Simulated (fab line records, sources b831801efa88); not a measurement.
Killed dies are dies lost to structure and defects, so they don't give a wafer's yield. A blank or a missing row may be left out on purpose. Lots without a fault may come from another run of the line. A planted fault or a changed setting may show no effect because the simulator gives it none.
A struck lot beside a sound one | flow gf180mcu | 44 steps out of a route of 602
Sound: wafers L907.3, L907.5, L907.6. Struck: wafers L914.2, L914.6. (L914.3 of the same lot was not struck and is left out.) The cause comes at the end.
At each step with rows: each side's tool, then ch and its chambers, then its first start. Under that, the readings that differ: sound wafers | struck wafers | difference of the means | sigmas: that difference in standard deviations of wafers without a fault.
alike: readings whose means differ by less than 2 such deviations, and words and numbers that are the same on both sides. not compared: withheld readings, readings that some wafer has no value for, bounds like >300 that may hide the same value, and numbers for which the record gives no deviation and whose values overlap.
The two part at a step that has a row with sigmas, a row that says differs or no value, or rows on one side only. Numbers that don't overlap but have no deviation are shown without sigmas and don't part them. A reading that every wafer of one side lacks parts them only if that side has two wafers or more.

first, 2 steps without rows for these wafers: GF_V3_STRIP_19 (strips in post etch residue remover, time 1200 s); GF_V3_CLEAN_20 (cleans in DIW).
GF_V3_SPUTTER_21: material Ti, target thk 15 nm, time 80.02 s.
  sound on pvd_sputter-03, day 24 11:07; struck on pvd_sputter-04, day 27 05:59
  alike: throttle_valve_pct
GF_V3_SPUTTER_22: material TiN, target thk 10 nm, time 40 s.
  sound on pvd_sputter-03, day 24 11:11; struck on pvd_sputter-04, day 27 06:02
  alike: throttle_valve_pct
then, 1 step without rows for these wafers: GF_V3_CVD_23 (deposits W, target thk 350 nm, time 104.9 s).
GF_V3_RS_MEAS_24: measures by four-point-probe.
  sound on film_metro-04, day 24 11:22; struck on film_metro-04, day 27 06:13
  reading          | sound             | struck      | difference | sigmas
  V3_W_RS (ohm/sq) | 0.331 0.331 0.330 | 0.323 0.325 | -0.007     | -2
GF_V3_THK_MEAS_25: measures by xrf.
  sound on film_metro-04, day 24 11:28; struck on film_metro-04, day 27 06:19
  reading       | sound       | struck  | difference | sigmas
  V3_W_THK (nm) | 342 345 347 | 362 361 | +17        | +3
then, 1 step without rows for these wafers: GF_V3_CMP_26 (polishes, stops on SiO2, t overpolish 15 s, target thk 0 nm).
GF_M4_SPUTTER_00: material Ti, target thk 37.5 nm, time 150 s.
  sound on pvd_sputter-02, day 24 11:49; struck on pvd_sputter-03, day 27 06:40
  reading                | sound          | struck    | difference | sigmas
  throttle_valve_pct (%) | 28.9 30.6 28.9 | 31.4 32.0 | +2.2       | +2
GF_M4_SPUTTER_01: material TiN, target thk 30 nm, time 25 s.
  sound on pvd_sputter-02, day 24 11:55; struck on pvd_sputter-03, day 27 06:46
  reading                | sound          | struck    | difference | sigmas
  throttle_valve_pct (%) | 28.8 30.5 29.0 | 31.9 31.8 | +2.4       | +2
then, 2 steps without rows for these wafers: GF_M4_SPUTTER_02 (material AlCu, target thk 450 nm, time 23.9 s); GF_M4_SPUTTER_03 (material Ti, target thk 10 nm, time 6.7 s).
GF_M4_SPUTTER_04: material TiN, target thk 50 nm, time 41.7 s.
  sound on pvd_sputter-02, day 24 11:59; struck on pvd_sputter-03, day 27 06:51
  reading                                | sound             | struck      | difference | sigmas
  throttle_valve_pct (%)                 | 28.6 30.4 29.0    | 31.6 32.0   | +2.5       | +2
  model.TiN_of_M4_SPUTTER_04.thk_nm (nm) | 49.59 48.98 49.21 | 42.02 42.05 | -7.23      |
GF_M4_RS_MEAS_05: measures by four-point-probe.
  sound on film_metro-02, day 24 12:04; struck on film_metro-02, day 27 06:55
  alike: M4_ALCU_RS
GF_M4_THK_MEAS_06: measures by xrf.
  sound on film_metro-02, day 24 12:10; struck on film_metro-02, day 27 07:01
  reading          | sound       | struck  | difference | sigmas
  M4_ALCU_THK (nm) | 462 461 459 | 471 473 | +11        | +3
then, 7 steps without rows for these wafers: GF_M4_DEHYDRATE_07 (time 60 s); GF_M4_HMDS_08 (prime time 60 s); GF_M4_COAT_09 (resist thk 1000 nm); GF_M4_SOFTBAKE_10 (time 60 s); GF_M4_EXPOSE_11 (exposes mask Metal4, target cd 280 nm); GF_M4_PEB_12 (peb time 90 s); GF_M4_DEVELOP_13 (develop time 60 s).
GF_M4_CD_MEAS_14: target cd 280 nm.
  sound on cd_sem-02, day 25 09:39; struck on cd_sem-02, day 28 03:24
  alike: cd_nm
GF_M4_OVL_MEAS_15:
  sound on overlay-01, day 25 09:45; struck on overlay-01, day 28 03:31
  alike: M4_OVL
then, 5 steps without rows for these wafers: GF_M4_METAL_ETCH_16 (etches the open film in Cl2/BCl3, stops on SiO2, target depth 750.8 nm, time 125.1 s); GF_M4_STRIP_17 (strips in O2/N2); GF_M4_STRIP_18 (strips in post etch residue remover, time 1200 s); GF_M4_CLEAN_19 (cleans in DIW); GF_V4_CVD_00 (deposits SiO2, target thk 600 nm, time 100 s).
GF_V4_THK_MEAS_01:
  sound on film_metro-01, day 25 10:34; struck on film_metro-04, day 28 04:20
  alike: V4_CVD_00_THK
then, 1 step without rows for these wafers: GF_V4_CVD_02 (deposits SiO2 from TEOS, target thk 850 nm, time 94.851 s).
GF_V4_THK_MEAS_03:
  sound on film_metro-01, day 25 10:41; struck on film_metro-02, day 28 04:28
  alike: V4_CVD_02_THK
GF_V4_CMP_04: polishes SiO2.
  sound on cmp-01 ch 2,3, day 25 10:47; struck on cmp-01 ch 0,3, day 28 04:31
  alike: motor_current_A, slurry_filter_dp_kPa, time_to_endpoint_s
GF_V4_BOW_MEAS_05:
  sound on film_metro-04, day 25 11:04; struck on film_metro-02, day 28 04:50
  reading     | sound       | struck  | difference | sigmas
  V4_BOW (um) | 144 147 158 | 126 122 | -26        | -3
then, 8 steps without rows for these wafers: GF_V4_DEHYDRATE_06 (time 60 s); GF_V4_HMDS_07 (prime time 60 s); GF_V4_COAT_08; GF_V4_COAT_09 (resist thk 1000 nm); GF_V4_SOFTBAKE_10 (time 60 s); GF_V4_EXPOSE_11 (exposes mask Via4, target cd 260 nm); GF_V4_PEB_12 (peb time 90 s); GF_V4_DEVELOP_13 (develop time 60 s).
GF_V4_STRIP_19: strips in post etch residue remover, time 1200 s.
  sound on wet_bench-03 ch 2, day 26 08:17; struck on wet_bench-03 ch 2, day 29 01:19
  reading                                | sound             | struck     | difference | sigmas
  model.TiN_of_M4_SPUTTER_04.thk_nm (nm) | 48.76 48.15 48.38 | 41.17 41.2 | -7.24      |
then, 1 step without rows for these wafers: GF_PASSIVATION_PROBE_99.

WHERE THEY PART
First at GF_V3_RS_MEAS_24; last, within this record, at GF_V4_BOW_MEAS_05.

WHY: what the simulator had put in
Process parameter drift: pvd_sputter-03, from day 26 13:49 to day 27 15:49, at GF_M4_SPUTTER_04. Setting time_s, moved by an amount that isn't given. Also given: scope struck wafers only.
